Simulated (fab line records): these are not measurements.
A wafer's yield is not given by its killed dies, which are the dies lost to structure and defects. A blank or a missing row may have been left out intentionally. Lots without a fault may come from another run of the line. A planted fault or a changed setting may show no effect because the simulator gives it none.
Chamber matching / flow gf180mcu / GF_V2_ETCH_16 on rie diel-01: 4 sister chambers
The step etches BARC in N2/H2. 16 wafers are shown with their chamber, then 8 later ones without.

WAFERS PAIRED WITH THEIR CHAMBERS
wafer=L181.1; chamber=0; drypump motor current A (A)=5.8; oes product au (a.u.)=0.858; chamber pressure mTorr (mTorr)=30.015
wafer=L181.4; chamber=1; drypump motor current A (A)=5.9; oes product au (a.u.)=0.854; chamber pressure mTorr (mTorr)=30.022
wafer=L181.6; chamber=3; drypump motor current A (A)=6.4; oes product au (a.u.)=0.852; chamber pressure mTorr (mTorr)=30.005
wafer=L182.1; chamber=0; drypump motor current A (A)=5.8; oes product au (a.u.)=0.856; chamber pressure mTorr (mTorr)=29.990
wafer=L182.2; chamber=2; drypump motor current A (A)=6.3; oes product au (a.u.)=0.857; chamber pressure mTorr (mTorr)=30.015
wafer=L182.4; chamber=1; drypump motor current A (A)=6.0; oes product au (a.u.)=0.865; chamber pressure mTorr (mTorr)=29.996
wafer=L185.3; chamber=1; drypump motor current A (A)=6.0; oes product au (a.u.)=0.855; chamber pressure mTorr (mTorr)=29.978
wafer=L185.4; chamber=2; drypump motor current A (A)=6.3; oes product au (a.u.)=0.846; chamber pressure mTorr (mTorr)=29.998
wafer=L185.5; chamber=3; drypump motor current A (A)=6.4; oes product au (a.u.)=0.856; chamber pressure mTorr (mTorr)=30.015
wafer=L186.4; chamber=0; drypump motor current A (A)=5.8; oes product au (a.u.)=0.856; chamber pressure mTorr (mTorr)=30.031
wafer=L186.5; chamber=2; drypump motor current A (A)=6.3; oes product au (a.u.)=0.860; chamber pressure mTorr (mTorr)=30.044
wafer=L186.6; chamber=3; drypump motor current A (A)=6.4; oes product au (a.u.)=0.852; chamber pressure mTorr (mTorr)=30.026
wafer=L188.1; chamber=3; drypump motor current A (A)=6.4; oes product au (a.u.)=0.855; chamber pressure mTorr (mTorr)=29.976
wafer=L188.5; chamber=1; drypump motor current A (A)=6.0; oes product au (a.u.)=0.858; chamber pressure mTorr (mTorr)=29.994
wafer=L188.6; chamber=0; drypump motor current A (A)=5.8; oes product au (a.u.)=0.859; chamber pressure mTorr (mTorr)=29.990
wafer=L190.2; chamber=2; drypump motor current A (A)=6.3; oes product au (a.u.)=0.852; chamber pressure mTorr (mTorr)=30.033

SIGNATURES (averages over the wafers above)
reading=drypump motor current A; chamber 0=5.800; chamber 1=5.975; chamber 2=6.300; chamber 3=6.400; scatter within a chamber=0.025
reading=oes product au; chamber 0=0.85725; chamber 1=0.85800; chamber 2=0.85375; chamber 3=0.85375; scatter within a chamber=0.00415
reading=chamber pressure mTorr; chamber 0=30.00650; chamber 1=29.99750; chamber 2=30.02250; chamber 3=30.00550; scatter within a chamber=0.02
Rule: distance of a wafer from a chamber = root of the sum over the readings of ((wafer's reading minus chamber's mean) / reading's scatter) squared. If the next closest chamber is less than 2 further off than the closest, the wafer can't be placed; otherwise it belongs to the closest. The scatter: take each reading less its chamber's mean, square it, sum over the shown wafers, divide by the number of wafers less the number of chambers, and take the root.

WAFERS WHOSE CHAMBER IS MISSING
wafer=L190.4; drypump motor current A (A)=6.4; oes product au (a.u.)=0.856; chamber pressure mTorr (mTorr)=29.963
wafer=L190.6; drypump motor current A (A)=6.4; oes product au (a.u.)=0.850; chamber pressure mTorr (mTorr)=30.014
wafer=L197.3; drypump motor current A (A)=5.8; oes product au (a.u.)=0.855; chamber pressure mTorr (mTorr)=30.023
wafer=L197.5; drypump motor current A (A)=6.3; oes product au (a.u.)=0.845; chamber pressure mTorr (mTorr)=30.006
wafer=L197.6; drypump motor current A (A)=6.4; oes product au (a.u.)=0.863; chamber pressure mTorr (mTorr)=30.002
wafer=L201.1; drypump motor current A (A)=6.0; oes product au (a.u.)=0.852; chamber pressure mTorr (mTorr)=29.988
wafer=L201.2; drypump motor current A (A)=5.8; oes product au (a.u.)=0.856; chamber pressure mTorr (mTorr)=30.000
wafer=L201.6; drypump motor current A (A)=5.8; oes product au (a.u.)=0.850; chamber pressure mTorr (mTorr)=30.008

WHICH CHAMBER EACH ONE RAN IN
wafer=L190.4; from the rows above=3; in truth=3
wafer=L190.6; from the rows above=3; in truth=3
wafer=L197.3; from the rows above=0; in truth=0
wafer=L197.5; from the rows above=2; in truth=2
wafer=L197.6; from the rows above=3; in truth=3
wafer=L201.1; from the rows above=1; in truth=1
wafer=L201.2; from the rows above=0; in truth=0
wafer=L201.6; from the rows above=0; in truth=0
8 of 8 placed correctly. Not placeable from these rows: 0. Placed wrongly: 0.
